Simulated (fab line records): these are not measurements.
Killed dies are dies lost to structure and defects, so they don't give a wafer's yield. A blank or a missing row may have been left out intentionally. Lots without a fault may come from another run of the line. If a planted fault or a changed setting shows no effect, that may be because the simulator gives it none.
Chamber matching | flow sky130 | SKY_VIA1_ETCH_15 on rie-diel-04 has 4 sister chambers
The step etches SiO2 in C4F8/O2/Ar, stops on TiN, target depth 351 nm, time 54 s. 8 wafers are shown with their chamber, then 12 later ones without.

## WAFERS PAIRED WITH THEIR CHAMBERS
wafer  | chamber | oes-product-au (a.u.) | rf-fwd-power-W (W)
L085.4 | 0       | 0.988                 | 1473
L086.4 | 0       | 0.979                 | 1492
L088.1 | 1       | 0.986                 | 1488
L088.4 | 3       | 0.989                 | 1482
L088.6 | 1       | 0.987                 | 1483
L090.1 | 2       | 0.981                 | 1485
L090.5 | 3       | 0.982                 | 1484
L090.6 | 2       | 0.979                 | 1484

## WAFERS WITH NO CHAMBER GIVEN
wafer  | oes-product-au (a.u.) | rf-fwd-power-W (W)
L094.2 | 0.973                 | 1493
L094.3 | 0.984                 | 1484
L094.4 | 0.983                 | 1487
L095.2 | 0.977                 | 1480
L095.3 | 0.981                 | 1485
L095.4 | 0.985                 | 1492
L096.2 | 0.981                 | 1487
L096.4 | 0.979                 | 1481
L096.6 | 0.981                 | 1482
L097.2 | 0.988                 | 1488
L097.3 | 0.980                 | 1499
L097.5 | 0.993                 | 1486

## CHAMBER TAKEN BY EACH
wafer  | from the rows above               | in truth
L094.2 | can't be placed: 2 or 0 or 3 or 1 | 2
L094.3 | can't be placed: 0 or 3 or 1 or 2 | 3
L094.4 | can't be placed: 0 or 2 or 3 or 1 | 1
L095.2 | can't be placed: 2 or 0 or 3 or 1 | 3
L095.3 | can't be placed: 2 or 0 or 3 or 1 | 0
L095.4 | can't be placed: 1 or 3 or 0 or 2 | 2
L096.2 | can't be placed: 2 or 0 or 3 or 1 | 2
L096.4 | can't be placed: 2 or 0 or 3 or 1 | 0
L096.6 | can't be placed: 2 or 0 or 3 or 1 | 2
L097.2 | can't be placed: 1 or 3 or 0 or 2 | 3
L097.3 | can't be placed: 2 or 1 or 0 or 3 | 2
L097.5 | can't be placed: 1 or 3 or 0 or 2 | 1
0 of 12 placed correctly. Can't be placed from these rows: 12 (the true chamber is among the candidates in 12). Number placed wrongly: 0.
How it was worked out, from the rows above alone: a wafer's distance from a chamber is the root of the sum, over the readings, of the square of ((its reading less the chamber's mean) divided by the reading's scatter). The wafer belongs to the nearest chamber; if the next one is less than 2 further off, it can't be placed. A chamber's mean is the mean of its shown wafers. The scatter is the square root of a quotient: the sum, over the shown wafers, of each reading's squared deviation from its chamber's mean, divided by wafers minus chambers.
